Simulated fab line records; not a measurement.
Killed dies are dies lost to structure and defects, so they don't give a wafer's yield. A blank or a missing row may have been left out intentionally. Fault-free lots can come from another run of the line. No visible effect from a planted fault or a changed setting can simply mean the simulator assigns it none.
Chamber matching    flow sky130    SKY_VIA3_CMP_02 on cmp-02: 4 sister chambers
The step polishes SiO2. 4 wafers are shown with their chamber, then 12 later ones without.

## EACH WAFER AND ITS CHAMBER
wafer   chamber  motor_current_A (A)
L090.4  1        11.3
L090.6  3        11.7
L091.2  2        13.6
L091.6  0        12.2

## WAFERS MISSING THEIR CHAMBER
wafer   motor_current_A (A)
L092.4  12.0
L092.5  11.8
L092.6  12.1
L093.1  14.3
L093.3  11.3
L093.4  11.9
L096.2  11.9
L096.4  13.1
L096.5  11.6
L097.2  11.8
L097.5  13.1
L097.6  11.2

## CHAMBER TAKEN BY EACH
wafer   from the rows above           in truth
L092.4  can't be placed: 0 or 3 or 1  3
L092.5  can't be placed: 3 or 0 or 1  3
L092.6  can't be placed: 0 or 3       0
L093.1  2                             2
L093.3  can't be placed: 1 or 3       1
L093.4  can't be placed: 3 or 0 or 1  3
L096.2  can't be placed: 3 or 0 or 1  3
L096.4  can't be placed: 2 or 0       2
L096.5  can't be placed: 3 or 1 or 0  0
L097.2  can't be placed: 3 or 0 or 1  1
L097.5  can't be placed: 2 or 0       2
L097.6  can't be placed: 1 or 3       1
Placed correctly: 1 of 12. Unplaceable from these rows: 11, with the true chamber sitting among the candidates in 11. Wrongly placed: 0.
How it was worked out, from the rows above alone: a wafer's distance from a chamber is the root of the sum, over the readings, of the square of ((its reading less the chamber's mean) divided by the reading's scatter). The wafer belongs to the nearest chamber; if the next one is less than 2 further off, it can't be placed. A chamber's mean is the mean of its shown wafers. The scatter: with one shown wafer a chamber, the root of the mean of the squares of how far each hidden wafer lies from its nearest shown one.
